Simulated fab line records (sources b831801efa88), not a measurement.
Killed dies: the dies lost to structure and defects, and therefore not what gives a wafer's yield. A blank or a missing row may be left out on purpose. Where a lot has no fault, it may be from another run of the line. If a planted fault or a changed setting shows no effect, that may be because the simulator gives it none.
Struck lot and sound lot, side by side :: flow sfqLine :: 17 out of 325 route steps
Sound: these wafers, L714.1, L714.2, L714.6. The struck wafers were L727.2, L727.4, L727.5. Last of all comes the cause.
Each step with rows lists, per side, the tool, then ch with its chambers, then its first start. Under that, the readings that differ: sound wafers :: struck wafers :: difference of the means :: sigmas: that difference in standard deviations of wafers without a fault.
alike: same words and numbers on both sides, and readings whose means sit less than 2 such deviations apart. not compared: any withheld reading, any reading some wafer has no value for, any bound like >300 that may hide the same value, and any number with overlapping values for which the record gives no deviation.
Wherever a step has rows on one side only, a row that says differs or no value, or a row with sigmas, the two part there. Numbers that don't overlap but have no deviation are shown without sigmas and don't part them. Lack of a reading on every wafer of one side parts them only where that side has two or more wafers.

first, 4 steps without rows for these wafers: SFQ_TRILAYER_L0_LITHO_SOFTBAKE_009; SFQ_TRILAYER_L0_LITHO_EXPOSE_006 (exposes mask L0, target cd 2000 nm); SFQ_TRILAYER_L0_LITHO_PEB_008 (peb time 60 s); SFQ_TRILAYER_L0_LITHO_DEVELOP_007 (time 60 s).
SFQ_TRILAYER_L0_BARC_OPEN_METAL_ETCH_010: etches BARC in O2, target depth 125 nm, time 41.7 s.
  sound on rieMetal-01 ch 0, day 5 05:50; struck on rieMetal-04 ch 0,1, day 8 15:10
  alike: drypumpMotorCurrentA, oesProductAu
  not compared: rfHoursCounterH
SFQ_TRILAYER_L0_ETCH_METAL_ETCH_008: etches MoNx KI in SF6/O2, stops on SiO2, target depth 50 nm, time 25 s.
  sound on rieMetal-01 ch 0, day 5 05:57; struck on rieMetal-04 ch 0,1, day 8 15:14
  alike: drypumpMotorCurrentA, oesProductAu
  not compared: rfHoursCounterH
SFQ_TRILAYER_L0_STRIP_STRIP_009: strips in O2.
  sound on rieMetal-01 ch 0, day 5 06:02; struck on rieMetal-04 ch 0,1, day 8 15:17
  alike: drypumpMotorCurrentA, oesProductAu
  not compared: rfHoursCounterH
then, 1 step without rows for these wafers: SFQ_TRILAYER_L0_STRIP_SOLV_CLEAN_010 (cleans in NMP, time 600 s).
SFQ_TRILAYER_L0_CAP_PECVD_011: deposits SiO2 from SiH4/N2O, time 13.333 s, target thk 60 nm.
  sound on pecvd-02 ch 0,1, day 5 07:25; struck on pecvd-03 ch 0,1, day 8 16:03
reading: throttleValvePct (%)
sound: 24.6 23.9 23.7
struck: 26.6 26.8 26.3
difference: +2.5
sigmas: +2
  alike: heaterPowerW
then, 3 steps without rows for these wafers: SFQ_TRILAYER_L0_VIA_LITHO_COAT_018 (resist thk 62 nm); SFQ_TRILAYER_L0_VIA_LITHO_COAT_013 (resist thk 650 nm); SFQ_TRILAYER_L0_VIA_LITHO_SOFTBAKE_017.
-- the record jumps here: 4 days lie between the struck wafers' starts before and after --
SFQ_TRILAYER_L0_VIA_LITHO_EXPOSE_014: exposes mask L0V, target cd 700 nm.
  sound on krfScanner-02 ch 0, day 8 23:24; struck on krfScanner-02 ch 0, day 13 01:41
reading: model.L0V.overlayXNm (nm)
sound: -1.351 -1.351 -1.351
struck: 55.54 55.54 55.54
difference: +56.89
sigmas: 
  alike: mask, focusOffsetNm, reticleTempC
then, 2 steps without rows for these wafers: SFQ_TRILAYER_L0_VIA_LITHO_PEB_016 (peb time 60 s); SFQ_TRILAYER_L0_VIA_LITHO_DEVELOP_015 (time 60 s).
SFQ_L0V_OVL_MEAS_903:
  sound on overlay-01, day 9 00:54; struck on overlay-01, day 13 03:00
reading: L0V_OVL (nm)
sound: -5 2 -3
struck: 47 57 56
difference: +55
sigmas: +12
SFQ_TRILAYER_L0_VIA_BARC_OPEN_VIA_ETCH_021: etches BARC in O2, target depth 125 nm, time 41.7 s.
  sound on rieDiel-04 ch 1,2,3, day 9 00:56; struck on rieDiel-03 ch 0,2, day 13 03:02
  alike: drypumpMotorCurrentA, oesProductAu
  not compared: rfHoursCounterH

WHERE THEY PART
Last at SFQ_L0V_OVL_MEAS_903 as far as this record goes, first at SFQ_TRILAYER_L0_CAP_PECVD_011. Later steps at which nothing parts them and some readings are alike: SFQ_TRILAYER_L0_VIA_BARC_OPEN_VIA_ETCH_021.

WHY: what the simulator had put in
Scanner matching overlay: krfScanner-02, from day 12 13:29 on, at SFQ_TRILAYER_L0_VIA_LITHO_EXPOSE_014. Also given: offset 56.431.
